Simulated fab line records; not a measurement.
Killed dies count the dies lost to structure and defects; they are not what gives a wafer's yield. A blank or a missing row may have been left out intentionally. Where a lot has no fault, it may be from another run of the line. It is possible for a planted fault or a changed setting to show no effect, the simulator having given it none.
fab line records ; flow sky130
[record] lots = 12; wafers = 36; lastDay = 50
route steps=708 shown RES_PROTECT@215 POLY_GATE@235 LDD_N@253 LDD_LDN@297 PAD_OPEN@708
lots that met no fault: taken from a fault-free run of the same line
startH: the number of hours between the record's first day and the start of the first shown wafer of the lot ; waitH: hours from the lot's prior step to this one ; " identical to the entry in the row above ; L1.1+2: a single row standing in for several wafers ; - no value present, or no start provided ; * or withheld: withheld ; < > ~ a bound
route shown NAME@n: NAME is a module with steps in the file, n the number in the route of the first one ; usual: mean/standard deviation of fault-free wafers ; same: alike in all rows ; chamber/n: place in a boat ; sites: readings site by site ; _std_site: the standard deviation of these ; _edge_site: inner sites' mean taken away from outer sites' mean ; radiusMm: for every site, how far away it sits from the centre of the wafer ; mask NAME#n: copy n ; behind: the tool/chamber that last shaped the wafer ; hold: the reason the lot was held/the length of the hold in hours/how it ended ; device: the n, p or np transistor that did not switch ; end of line: tests run on the same wafers once the route is complete ; a step given without rows: its recipe and nothing more ; killed: count of dies lost to structure and defects at first sort (not the wafer's yield) ; map: a wafer's dies, marking killed ones x, the rest . and places with no die _
set.NAME: setting as actually run; set.NAME@STEP: the setting as run at that earlier step ; model.NAME: the simulator's own value behind a step, which no gauge read
a sample of lots followed through the steps of the route, with each step as a table and each wafer as a row
services: from which hour (startH, from the record's first day; less than 0 if before it) a tool's chamber was out of use, for how many hours, and why
[[steps]]
[step SKY_RES_PROTECT_TW_MEAS_08]
[usual] POLY_GATE_TW = 4016/44
lot.wafer;tool;chamber;startH;waitH;POLY_GATE_TW
L371.2;filmMetro-01;-;341.25;0.1;4020
L371.4;filmMetro-01;-;341.25;0.1;4012
L371.6;filmMetro-01;-;341.25;0.1;4035
L372.1;filmMetro-01;-;352.80;0.1;4006
L372.2;filmMetro-01;-;352.80;0.1;4007
L372.6;filmMetro-01;-;352.80;0.1;3997
L374.2;filmMetro-03;-;368.61;0.1;3966
L374.4;filmMetro-03;-;368.61;0.1;3953
L374.5;filmMetro-03;-;368.61;0.1;3970
L380.2;filmMetro-01;-;424.16;0.1;3969
L380.3;filmMetro-01;-;424.16;0.1;3967
L380.4;filmMetro-01;-;424.16;0.1;3980
L381.1;filmMetro-03;-;435.47;0.1;4028
L381.3;filmMetro-03;-;435.47;0.1;4001
L381.4;filmMetro-03;-;435.47;0.1;4029
L382.2;filmMetro-04;-;440.23;0.1;4099
L382.3;filmMetro-04;-;440.23;0.1;4077
L382.5;filmMetro-04;-;440.23;0.1;4077
L383.2;filmMetro-03;-;454.01;0.1;4007
L383.4;filmMetro-03;-;454.01;0.1;3998
L383.6;filmMetro-03;-;454.01;0.1;4005
L386.2;filmMetro-01;-;483.53;0.1;3988
L386.3;filmMetro-01;-;483.53;0.1;3998
L386.5;filmMetro-01;-;483.53;0.1;3991
L387.2;filmMetro-01;-;487.31;0.1;3990
L387.3;filmMetro-01;-;487.31;0.1;3979
L387.5;filmMetro-01;-;487.31;0.1;3984
L388.3;filmMetro-01;-;493.52;0.1;3976
L388.5;filmMetro-01;-;493.52;0.1;3984
L388.6;filmMetro-01;-;493.52;0.1;3987
L392.3;filmMetro-01;-;539.52;0.1;3984
L392.5;filmMetro-01;-;539.52;0.1;3984
L392.6;filmMetro-01;-;539.52;0.1;3996
L393.2;filmMetro-03;-;539.85;0.1;4005
L393.4;filmMetro-03;-;539.85;0.1;4018
L393.6;filmMetro-03;-;539.85;0.1;4014
[step SKY_POLY_GATE_THK_MEAS_21]
[recipe] reads = SiO2_of_POLY_GATE_OXIDATION_20
[usual] POLY_GATE_OXIDATION_THK = 4.02/0.088
lot.wafer;tool;chamber;startH;waitH;POLY_GATE_OXIDATION_THK[nm]
L371.2;filmMetro-01;-;373.64;0.0;4.01
L371.4;filmMetro-01;-;373.64;0.0;4.00
L371.6;filmMetro-01;-;373.64;0.0;4.07
L372.1;filmMetro-02;-;383.94;0.0;4.04
L372.2;filmMetro-02;-;383.94;0.0;3.97
L372.6;filmMetro-02;-;383.94;0.0;4.04
L374.2;filmMetro-01;-;410.15;0.0;3.98
L374.4;filmMetro-01;-;410.15;0.0;4.01
L374.5;filmMetro-01;-;410.15;0.0;3.92
L380.2;filmMetro-01;-;460.13;0.0;4.07
L380.3;filmMetro-01;-;460.13;0.0;4.06
L380.4;filmMetro-01;-;460.13;0.0;3.97
L381.1;filmMetro-02;-;470.53;0.0;3.99
L381.3;filmMetro-02;-;470.53;0.0;3.92
L381.4;filmMetro-02;-;470.53;0.0;3.96
L382.2;filmMetro-04;-;475.72;0.0;3.95
L382.3;filmMetro-04;-;475.72;0.0;4.02
L382.5;filmMetro-04;-;475.72;0.0;4.02
L383.2;filmMetro-04;-;487.59;0.0;3.92
L383.4;filmMetro-04;-;487.59;0.0;3.94
L383.6;filmMetro-04;-;487.59;0.0;4.04
L386.2;filmMetro-04;-;517.20;0.0;4.05
L386.3;filmMetro-04;-;517.20;0.0;4.04
L386.5;filmMetro-04;-;517.20;0.0;4.05
L387.2;filmMetro-02;-;523.07;0.0;4.13
L387.3;filmMetro-02;-;523.07;0.0;4.09
L387.5;filmMetro-02;-;523.07;0.0;4.13
L388.3;filmMetro-01;-;528.15;0.0;4.20
L388.5;filmMetro-01;-;528.15;0.0;4.13
L388.6;filmMetro-01;-;528.15;0.0;4.12
L393.2;filmMetro-01;-;599.82;0.0;4.07
L393.4;filmMetro-01;-;599.82;0.0;4.08
L393.6;filmMetro-01;-;599.82;0.0;4.09
L392.3;filmMetro-04;-;600.00;0.0;4.00
L392.5;filmMetro-04;-;600.00;0.0;3.98
L392.6;filmMetro-04;-;600.00;0.0;3.91
[step SKY_LDD_N_STRIP_16]
[recipe] chemistry = O2/N2; powerW = 1400; pressureMtorr = 1500; platenTempC = withheld; o2FlowSccm = 3000; n2FlowSccm = 300; overashFraction = 0.5
[usual] drypumpMotorCurrentA = 5.8/0.36; o2FlowSccm = 3001/8.7; oesProductAu = 0.406/0.0046; stripTimeToEndpointS = 4.314/0.015
lot.wafer;tool;chamber;startH;waitH;drypumpMotorCurrentA;o2FlowSccm;oesProductAu;rfHoursCounterH;stripTimeToEndpointS
L371.2;plasmaAsher-02;0;403.86;0.1;5.8;2992;0.411;29;4.344
L371.4;plasmaAsher-02;0;403.86;0.1;5.8;2997;0.407;-;4.336
L371.6;plasmaAsher-02;0;403.86;0.1;5.8;3001;0.413;-;4.336
L372.1;plasmaAsher-01;0;415.11;0.1;6.2;2988;0.415;58;4.339
L372.2;plasmaAsher-01;1;415.11;0.1;5.6;3010;0.402;58;4.313
L372.6;plasmaAsher-01;1;415.11;0.1;5.6;2994;0.412;-;4.328
L374.2;plasmaAsher-04;0;441.09;0.1;5.8;3003;0.408;1;4.330
L374.4;plasmaAsher-04;1;441.09;0.1;4.9;3016;0.420;-;4.299
L374.5;plasmaAsher-04;0;441.09;0.1;5.8;3000;0.405;-;4.316
L380.2;plasmaAsher-01;0;492.16;0.1;6.2;3003;0.407;66;4.295
L380.3;plasmaAsher-01;0;492.16;0.1;6.2;3023;0.400;-;4.316
L380.4;plasmaAsher-01;1;492.16;0.1;5.6;2993;0.397;-;4.322
L381.1;plasmaAsher-01;1;502.61;0.1;5.6;2995;0.410;68;4.329
L381.3;plasmaAsher-01;0;502.61;0.1;6.2;2995;0.410;-;4.311
L381.4;plasmaAsher-01;1;502.61;0.1;5.6;2998;0.417;-;4.317
L382.2;plasmaAsher-01;0;507.86;0.1;6.2;3002;0.406;68;4.300
L382.3;plasmaAsher-01;0;507.86;0.1;6.2;3002;0.404;-;4.288
L382.5;plasmaAsher-01;0;507.86;0.1;6.2;2989;0.407;-;4.296
L383.2;plasmaAsher-01;0;519.59;0.1;6.2;3001;0.402;69;4.311
L383.4;plasmaAsher-01;0;519.59;0.1;6.2;3005;0.405;-;4.306
L383.6;plasmaAsher-01;0;519.59;0.1;6.2;3001;0.404;-;4.304
L386.2;plasmaAsher-04;0;548.26;0.1;5.8;3006;0.402;12;4.313
L386.3;plasmaAsher-04;0;548.26;0.1;5.8;3014;0.406;-;4.313
L386.5;plasmaAsher-04;0;548.26;0.1;5.8;3005;0.401;-;4.313
L387.2;plasmaAsher-01;0;555.53;0.1;6.2;2988;0.404;73;4.311
L387.3;plasmaAsher-01;1;555.53;0.1;5.6;2983;0.409;-;4.322
L387.5;plasmaAsher-01;0;555.53;0.1;6.2;2989;0.403;-;4.310
L388.3;plasmaAsher-04;0;559.19;0.1;5.9;2989;0.415;-;4.313
L388.5;plasmaAsher-04;0;559.19;0.1;5.8;2990;0.411;-;4.316
L388.6;plasmaAsher-04;1;559.19;0.1;4.9;3004;0.410;-;4.333
L393.2;plasmaAsher-02;0;629.21;0.1;5.8;2987;0.401;52;4.293
L393.4;plasmaAsher-02;0;629.21;0.1;5.7;2999;0.409;-;4.288
L393.6;plasmaAsher-02;1;629.21;0.1;6.1;3002;0.406;-;4.316
L392.3;plasmaAsher-01;0;629.84;0.1;6.2;2994;0.408;-;4.329
L392.5;plasmaAsher-01;0;629.84;0.1;6.2;3012;0.401;-;4.339
L392.6;plasmaAsher-01;1;629.84;0.1;5.6;3010;0.408;-;4.297
[step SKY_LDD_LDN_IMPLANT_08]
[recipe] species = As; energyKev = 15; doseCm2 = 1.25e+13; tiltDeg = withheld; rotationDeg = 23
[usual] beamOnS = 10.00/0.19; doseIonsCm2 = 1.2498e+13/1.4e+10; faradayCurrentUA = 70.5/1.3
lot.wafer;tool;chamber;startH;waitH;beamOnS;doseIonsCm2;faradayCurrentUA
L371.2;implanter-03;0;526.80;0.0;9.95;1.248e+13;71.2
L371.4;implanter-03;0;526.80;0.0;9.93;1.2494e+13;71.1
L371.6;implanter-03;0;526.80;0.0;9.73;1.2495e+13;72.0
L372.1;implanter-03;0;537.59;0.0;9.84;1.2479e+13;71.3
L372.2;implanter-03;0;537.59;0.0;9.79;1.2494e+13;72.0
L372.6;implanter-03;0;537.59;0.0;10.00;1.2479e+13;70.2
L374.2;implanter-03;0;563.35;0.0;9.91;1.2503e+13;71.0
L374.4;implanter-03;0;563.35;0.0;9.99;1.2502e+13;70.6
L374.5;implanter-03;0;563.35;0.0;9.82;1.2481e+13;72.2
L380.2;implanter-01;0;610.23;0.0;10.10;1.2499e+13;69.9
L380.3;implanter-01;0;610.23;0.0;9.89;1.2505e+13;71.1
L380.4;implanter-01;0;610.23;0.0;10.13;1.2492e+13;69.3
L381.1;implanter-04;0;620.68;0.0;10.15;1.2483e+13;69.7
L381.3;implanter-04;0;620.68;0.0;10.20;1.2481e+13;69.4
L381.4;implanter-04;0;620.68;0.0;9.90;1.2504e+13;71.3
L382.2;implanter-01;0;625.43;0.0;9.97;1.2519e+13;70.1
L382.3;implanter-01;0;625.43;0.0;9.85;1.2489e+13;71.4
L382.5;implanter-01;0;625.43;0.0;10.12;1.2511e+13;69.8
L383.2;implanter-01;0;636.10;0.0;10.17;1.2483e+13;69.3
L383.4;implanter-01;0;636.10;0.0;10.22;1.2467e+13;68.8
L383.6;implanter-01;0;636.10;0.0;9.84;1.2473e+13;71.4
L386.2;implanter-01;0;663.96;0.0;9.73;1.0382e+13;60.1
L386.3;implanter-01;0;663.96;0.0;10.24;1.0425e+13;57.6
L386.5;implanter-01;0;663.96;0.0;10.26;1.0395e+13;57.1
L387.2;implanter-01;0;669.38;0.0;9.89;1.0401e+13;59.3
L387.3;implanter-01;0;669.38;0.0;9.75;1.039e+13;60.2
L387.5;implanter-01;0;669.38;0.0;10.04;1.0389e+13;58.6
L388.3;implanter-04;0;674.31;0.1;9.75;1.2498e+13;72.3
L388.5;implanter-04;0;674.31;0.1;10.08;1.2505e+13;69.9
L388.6;implanter-04;0;674.31;0.1;10.10;1.2513e+13;69.7
L393.2;implanter-04;0;741.70;0.0;9.83;1.2492e+13;71.3
L393.4;implanter-04;0;741.70;0.0;10.14;1.251e+13;69.4
L393.6;implanter-04;0;741.70;0.0;10.14;1.2506e+13;69.8
L392.3;implanter-03;0;743.58;0.1;9.73;1.2486e+13;72.4
L392.5;implanter-03;0;743.58;0.1;9.93;1.2503e+13;71.1
L392.6;implanter-03;0;743.58;0.1;10.14;1.2501e+13;69.8
[step SKY_PAD_OPEN_PROBE_99]
[usual] killed_at_M0_to_M3 = 45/7.9; killed_at_M4_up = 2.9/1.8; killedAtContacts = 25/5.5; killedAtFrontEnd = 16/4.4; killedAtOther = 0.3/0.58; killedDies = 89/9.4; killedOnRim = 18/3.9; killedOpen = 49/6.8; killedShort = 40/6.3
[same] grossDies = 492; killedAtBackSide = 0
lot.wafer;tool;chamber;startH;waitH;killed_at_M0_to_M3;killed_at_M4_up;killedAtContacts;killedAtFrontEnd;killedAtOther;killedDies;killedOnRim;killedOpen;killedShort
L371.2;prober-02;-;1074.52;0.1;32;3;19;25;0;79;21;35;44
L371.4;prober-02;-;1074.62;0.2;53;2;17;12;0;84;17;50;34
L371.6;prober-02;-;1074.72;0.2;57;4;21;15;0;97;16;52;45
L372.1;prober-01;-;1097.59;0.1;42;2;20;9;0;73;20;35;36
L372.2;prober-01;-;1097.64;0.1;48;3;27;19;0;97;16;46;50
L372.6;prober-01;-;1097.84;0.2;50;3;28;14;0;95;21;48;47
L374.2;prober-02;-;1100.01;0.1;44;1;24;18;0;87;14;56;31
L374.4;prober-02;-;1100.11;0.2;53;4;25;16;2;100;18;53;46
L374.5;prober-02;-;1100.16;0.2;39;3;33;12;2;89;15;49;39
L380.2;prober-02;-;1130.85;0.1;46;2;26;13;0;87;16;43;43
L380.3;prober-02;-;1130.90;0.2;39;1;28;11;0;79;17;52;27
L380.4;prober-02;-;1130.95;0.2;27;4;33;16;0;80;18;45;35
L381.1;prober-02;-;1137.76;0.1;45;2;25;16;0;88;18;54;34
L381.3;prober-02;-;1137.86;0.2;36;4;29;16;0;85;20;53;32
L381.4;prober-02;-;1137.91;0.2;48;1;23;17;0;89;17;51;38
L382.2;prober-02;-;1139.31;0.1;38;1;25;22;0;86;15;55;31
L382.3;prober-02;-;1139.36;0.2;38;1;32;21;0;92;23;47;45
L382.5;prober-02;-;1139.46;0.2;38;3;25;16;0;82;12;43;39
L383.2;prober-01;-;1151.49;0.1;50;6;24;17;0;97;17;50;47
L383.4;prober-01;-;1151.59;0.2;54;1;18;13;0;86;16;54;32
L383.6;prober-01;-;1151.69;0.2;49;1;28;19;0;97;21;61;36
L386.2;prober-02;-;1166.84;0.1;39;6;11;21;0;77;12;43;34
L386.3;prober-02;-;1166.89;0.2;40;2;28;26;0;96;19;56;40
L386.5;prober-02;-;1166.99;0.2;51;5;24;16;0;96;16;46;48
L387.2;prober-01;-;1174.93;0.1;40;5;24;18;0;87;17;46;40
L387.3;prober-01;-;1174.98;0.2;38;2;31;9;1;81;12;44;36
L387.5;prober-01;-;1175.08;0.2;48;1;24;17;0;90;20;57;33
L388.3;prober-02;-;1175.99;0.2;42;0;29;14;1;86;26;52;33
L388.5;prober-02;-;1176.09;0.2;39;3;25;15;1;83;14;45;38
L388.6;prober-02;-;1176.14;0.2;43;1;24;24;0;92;23;50;42
L393.2;prober-01;-;1209.57;0.1;47;2;20;17;0;86;19;53;33
L393.4;prober-01;-;1209.67;0.2;58;1;33;9;0;101;29;56;45
L393.6;prober-01;-;1209.77;0.2;39;1;34;18;0;92;15;54;38
L392.3;prober-02;-;1210.93;0.2;40;1;27;13;0;81;14;39;42
L392.5;prober-02;-;1211.03;0.2;47;1;33;21;2;104;23;62;40
L392.6;prober-02;-;1211.08;0.2;41;2;29;13;1;86;14;40;45
// killed by level:class
L371.2 LI_CONTACT:geometricParticle:short=6 METAL2:geometricParticle:short=6 METAL3:geometricParticle:short=6 POLY_GATE:geometricParticle:open=5 SPACER:geometricParticle:short=5 VIA1:geometricParticle:open=5 FIELD_ISO:geometricParticle:short=4 LI_CONTACT:geometricParticle:open=4
L371.4 VIA1:geometricParticle:open=11 VIA2:geometricParticle:open=11 CONTACT:geometricParticle:open=9 METAL1:geometricParticle:short=7 VIA1:geometricParticle:short=7 FIELD_ISO:geometricParticle:open=5 CONTACT:geometricParticle:short=5 VIA2:geometricParticle:short=5
L371.6 VIA3:geometricParticle:open=14 VIA1:geometricParticle:open=10 LI_CONTACT:geometricParticle:open=9 VIA3:geometricParticle:short=9 METAL1:geometricParticle:short=7 VIA1:geometricParticle:short=6 FIELD_ISO:geometricParticle:open=5 CONTACT:geometricParticle:open=5
L372.1 VIA1:geometricParticle:open=11 METAL2:geometricParticle:short=8 CONTACT:geometricParticle:short=6 VIA2:geometricParticle:open=6 VIA1:geometricParticle:short=5 LI_CONTACT:geometricParticle:open=4 CONTACT:geometricParticle:open=4 LOCAL_INTERCONNECT:geometricParticle:short=3
L372.2 VIA1:geometricParticle:open=10 METAL1:geometricParticle:short=9 FIELD_ISO:geometricParticle:short=7 LI_CONTACT:geometricParticle:open=7 CONTACT:geometricParticle:open=7 VIA2:geometricParticle:open=7 LOCAL_INTERCONNECT:geometricParticle:short=5 CONTACT:geometricParticle:short=5
L372.6 CONTACT:geometricParticle:open=11 VIA1:geometricParticle:short=10 VIA1:geometricParticle:open=9 VIA3:geometricParticle:short=8 LI_CONTACT:geometricParticle:open=6 VIA3:geometricParticle:open=6 METAL2:geometricParticle:short=6 POLY_GATE:geometricParticle:open=5
L374.2 CONTACT:geometricParticle:open=16 VIA2:geometricParticle:open=13 VIA1:geometricParticle:open=8 METAL2:geometricParticle:short=7 FIELD_ISO:geometricParticle:open=6 POLY_GATE:geometricParticle:open=4 VIA1:geometricParticle:short=4 FIELD_ISO:geometricParticle:short=3
L374.4 VIA2:geometricParticle:open=12 CONTACT:geometricParticle:open=8 VIA1:geometricParticle:short=7 VIA3:geometricParticle:open=7 LOCAL_INTERCONNECT:geometricParticle:short=6 METAL1:geometricParticle:short=6 VIA1:geometricParticle:open=6 FIELD_ISO:geometricParticle:short=4
L374.5 CONTACT:geometricParticle:open=12 VIA1:geometricParticle:open=9 VIA3:geometricParticle:open=6 LI_CONTACT:geometricParticle:open=6 FIELD_ISO:geometricParticle:open=5 LOCAL_INTERCONNECT:geometricParticle:short=5 CONTACT:geometricParticle:short=5 VIA1:geometricParticle:short=5
L380.2 VIA1:geometricParticle:open=9 VIA3:geometricParticle:open=9 CONTACT:geometricParticle:open=8 CONTACT:geometricParticle:short=7 VIA1:geometricParticle:short=7 METAL2:geometricParticle:short=7 LI_CONTACT:geometricParticle:open=5 METAL1:geometricParticle:short=5
L380.3 CONTACT:geometricParticle:open=14 VIA1:geometricParticle:open=10 VIA3:geometricParticle:open=7 LI_CONTACT:geometricParticle:open=6 METAL2:geometricParticle:short=5 CONTACT:geometricParticle:short=4 VIA2:geometricParticle:open=4 METAL1:geometricParticle:open=3
L380.4 CONTACT:geometricParticle:open=11 LI_CONTACT:geometricParticle:open=8 VIA1:geometricParticle:open=7 VIA2:geometricParticle:open=6 FIELD_ISO:geometricParticle:short=5 LOCAL_INTERCONNECT:geometricParticle:short=5 CONTACT:geometricParticle:short=5 METAL2:geometricParticle:short=5
L381.1 VIA1:geometricParticle:open=15 CONTACT:geometricParticle:open=12 VIA1:geometricParticle:short=8 VIA3:geometricParticle:open=7 LI_CONTACT:geometricParticle:open=5 FIELD_ISO:geometricParticle:open=4 POLY_GATE:geometricParticle:open=4 CONTACT:geometricParticle:short=4
L381.3 CONTACT:geometricParticle:open=11 LI_CONTACT:geometricParticle:open=8 FIELD_ISO:geometricParticle:open=7 CONTACT:geometricParticle:short=7 VIA1:geometricParticle:short=6 VIA1:geometricParticle:open=6 VIA2:geometricParticle:open=6 VIA3:geometricParticle:open=6
L381.4 VIA1:geometricParticle:open=11 VIA2:geometricParticle:open=8 LI_CONTACT:geometricParticle:open=8 VIA1:geometricParticle:short=8 FIELD_ISO:geometricParticle:open=5 CONTACT:geometricParticle:open=5 VIA3:geometricParticle:open=5 LOCAL_INTERCONNECT:geometricParticle:short=4
L382.2 CONTACT:geometricParticle:open=13 VIA1:geometricParticle:open=10 FIELD_ISO:geometricParticle:open=7 VIA2:geometricParticle:open=7 METAL1:geometricParticle:short=5 LI_CONTACT:geometricParticle:short=5 POLY_GATE:geometricParticle:open=5 LI_CONTACT:geometricParticle:open=4
L382.3 LI_CONTACT:geometricParticle:open=13 CONTACT:geometricParticle:open=9 VIA3:geometricParticle:open=7 VIA2:geometricParticle:open=6 POLY_GATE:geometricParticle:short=5 POLY_GATE:geometricParticle:open=5 LOCAL_INTERCONNECT:geometricParticle:short=5 METAL2:geometricParticle:short=5
L382.5 LI_CONTACT:geometricParticle:open=8 VIA2:geometricParticle:open=6 LI_CONTACT:geometricParticle:short=5 CONTACT:geometricParticle:open=5 METAL1:geometricParticle:short=5 VIA1:geometricParticle:open=5 FIELD_ISO:geometricParticle:open=4 POLY_GATE:geometricParticle:open=4
L383.2 VIA1:geometricParticle:open=10 VIA3:geometricParticle:open=10 CONTACT:geometricParticle:open=8 VIA2:geometricParticle:open=6 FIELD_ISO:geometricParticle:short=5 CONTACT:geometricParticle:short=5 METAL1:geometricParticle:short=5 METAL4:geometricParticle:short=5
L383.4 VIA1:geometricParticle:open=20 VIA2:geometricParticle:open=9 LI_CONTACT:geometricParticle:open=7 METAL1:geometricParticle:short=6 VIA3:geometricParticle:open=5 CONTACT:geometricParticle:open=4 VIA1:geometricParticle:short=4 VIA2:geometricParticle:short=4
L383.6 CONTACT:geometricParticle:open=15 METAL1:geometricParticle:short=10 FIELD_ISO:geometricParticle:open=9 VIA1:geometricParticle:open=9 VIA3:geometricParticle:open=8 VIA1:geometricParticle:short=8 LI_CONTACT:geometricParticle:open=7 METAL2:geometricParticle:short=4
L386.2 FIELD_ISO:geometricParticle:open=10 VIA1:geometricParticle:open=8 VIA2:geometricParticle:open=7 LI_CONTACT:geometricParticle:open=6 METAL1:geometricParticle:short=6 FIELD_ISO:geometricParticle:short=4 VIA2:geometricParticle:short=4 METAL4:geometricParticle:short=4
L386.3 CONTACT:geometricParticle:open=10 VIA1:geometricParticle:open=8 FIELD_ISO:geometricParticle:open=7 METAL2:geometricParticle:short=7 FIELD_ISO:geometricParticle:short=6 LI_CONTACT:geometricParticle:open=6 LOCAL_INTERCONNECT:geometricParticle:short=6 VIA2:geometricParticle:open=6
L386.5 LI_CONTACT:geometricParticle:open=9 METAL2:geometricParticle:short=8 VIA3:geometricParticle:open=7 VIA2:geometricParticle:open=7 FIELD_ISO:geometricParticle:short=6 VIA1:geometricParticle:open=6 LOCAL_INTERCONNECT:geometricParticle:short=5 CONTACT:geometricParticle:open=5
L387.2 VIA1:geometricParticle:open=9 VIA2:geometricParticle:open=7 LI_CONTACT:geometricParticle:open=6 FIELD_ISO:geometricParticle:open=5 FIELD_ISO:geometricParticle:short=5 LOCAL_INTERCONNECT:geometricParticle:short=5 METAL1:geometricParticle:short=5 METAL2:geometricParticle:short=5
L387.3 CONTACT:geometricParticle:open=13 VIA3:geometricParticle:open=8 METAL1:geometricParticle:short=7 LI_CONTACT:geometricParticle:open=6 CONTACT:geometricParticle:short=5 VIA1:geometricParticle:open=5 VIA1:geometricParticle:short=4 VIA2:geometricParticle:open=4
L387.5 VIA1:geometricParticle:open=14 CONTACT:geometricParticle:open=11 FIELD_ISO:geometricParticle:open=7 LI_CONTACT:geometricParticle:open=7 VIA2:geometricParticle:open=6 METAL1:geometricParticle:short=5 VIA1:geometricParticle:short=5 METAL2:geometricParticle:short=4
L388.3 CONTACT:geometricParticle:open=11 VIA1:geometricParticle:open=9 LI_CONTACT:geometricParticle:open=8 VIA2:geometricParticle:open=7 CONTACT:geometricParticle:short=6 VIA3:geometricParticle:open=5 VIA1:geometricParticle:short=5 METAL2:geometricParticle:short=4
L388.5 VIA1:geometricParticle:open=12 CONTACT:geometricParticle:open=9 LI_CONTACT:geometricParticle:open=7 VIA1:geometricParticle:short=7 METAL2:geometricParticle:short=6 CONTACT:geometricParticle:short=5 POLY_GATE:geometricParticle:open=4 VIA2:geometricParticle:open=4
L388.6 VIA1:geometricParticle:open=9 VIA2:geometricParticle:open=9 CONTACT:geometricParticle:short=8 CONTACT:geometricParticle:open=8 FIELD_ISO:geometricParticle:open=7 POLY_GATE:geometricParticle:open=6 LOCAL_INTERCONNECT:geometricParticle:short=5 METAL2:geometricParticle:short=5
L393.2 VIA1:geometricParticle:open=10 CONTACT:geometricParticle:open=9 VIA3:geometricParticle:open=9 LI_CONTACT:geometricParticle:open=6 METAL1:geometricParticle:short=6 FIELD_ISO:geometricParticle:open=5 METAL2:geometricParticle:short=5 VIA2:geometricParticle:open=5
L393.4 VIA3:geometricParticle:open=17 VIA1:geometricParticle:short=8 LI_CONTACT:geometricParticle:open=8 CONTACT:geometricParticle:short=8 VIA2:geometricParticle:open=8 VIA1:geometricParticle:open=7 CONTACT:geometricParticle:open=7 METAL2:geometricParticle:short=7
L393.6 LI_CONTACT:geometricParticle:open=14 FIELD_ISO:geometricParticle:open=9 CONTACT:geometricParticle:open=9 VIA1:geometricParticle:open=8 VIA2:geometricParticle:open=5 LOCAL_INTERCONNECT:geometricParticle:short=5 VIA3:geometricParticle:short=5 POLY_GATE:geometricParticle:short=4
L392.3 CONTACT:geometricParticle:short=10 VIA1:geometricParticle:open=9 CONTACT:geometricParticle:open=8 METAL1:geometricParticle:short=5 VIA3:geometricParticle:open=5 VIA2:geometricParticle:open=5 POLY_GATE:geometricParticle:open=4 LOCAL_INTERCONNECT:geometricParticle:short=4
L392.5 LI_CONTACT:geometricParticle:open=14 VIA3:geometricParticle:open=10 VIA1:geometricParticle:open=10 CONTACT:geometricParticle:open=9 VIA3:geometricParticle:short=7 VIA1:geometricParticle:short=7 FIELD_ISO:geometricParticle:short=6 CONTACT:geometricParticle:short=5
L392.6 CONTACT:geometricParticle:open=11 METAL1:geometricParticle:short=7 VIA1:geometricParticle:open=7 CONTACT:geometricParticle:short=6 VIA3:geometricParticle:open=6 METAL3:geometricParticle:short=6 LOCAL_INTERCONNECT:geometricParticle:short=5 POLY_GATE:geometricParticle:short=4
[[services]]
tool;chamber;startH;hours;kind
implanter-04;-;382.41;1.9;repair
plasmaAsher-04;-;405.52;1.9;repair
implanter-03;-;409.46;4.0;pm
implanter-04;-;416.25;11.3;repair
plasmaAsher-04;-;421.25;9.0;pm
implanter-01;-;444.01;6.0;pm
implanter-04;-;470.08;1.6;repair
implanter-03;-;493.01;23.5;repair
implanter-04;-;510.79;1.9;repair
implanter-04;-;529.70;10.4;repair
implanter-03;-;542.19;2.0;repair
implanter-01;-;579.22;4.1;pm
plasmaAsher-01;-;603.20;24.1;repair
plasmaAsher-04;-;608.98;0.3;repair
implanter-01;-;616.98;1.4;repair
implanter-04;-;638.15;3.9;pm
plasmaAsher-04;-;662.79;4.9;repair
implanter-03;-;663.59;2.9;pm
implanter-01;-;681.94;4.6;pm
plasmaAsher-02;-;682.94;0.7;repair
plasmaAsher-02;-;689.13;0.6;repair
implanter-04;-;718.81;1.7;repair
plasmaAsher-04;-;722.49;2.2;repair
implanter-04;-;738.39;3.0;repair
[[key]]
[firstSign] step = SKY_LDD_LDN_IMPLANT_08; reading = doseIonsCm2; direction = down; sigmas = 99+; usual = *; struck = *
[effect] step = SKY_LDD_LDN_IMPLANT_08; reading = faradayCurrentUA; direction = down; sigmas = 8.7; usual = 70.5; struck = 58.8
metAt SKY_LDD_LDN_IMPLANT_08
struckLots L386,L387
testerLeftOut L386,L387
notActingAt SKY_RES_PROTECT_TW_MEAS_08,SKY_POLY_GATE_THK_MEAS_21,SKY_LDD_N_STRIP_16
onsetBetween 636.10 663.96
[fault] kind = processParameterDrift; tool = implanter-01; chamber = -; onsetH = 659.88; steps = SKY_LDD_LDN_IMPLANT_08; channel = doseCm2; offset = *; shape = step; endH = 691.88; actsIn = *; stated = *
// testerLeftOut: of these lots the tester's yield and bins aren't shown, on N5 and GAA mostly nor the transistor test; their killed dies are dies lost to structure and defects alone, not to doping, threshold or leakage, so they don't give the yield
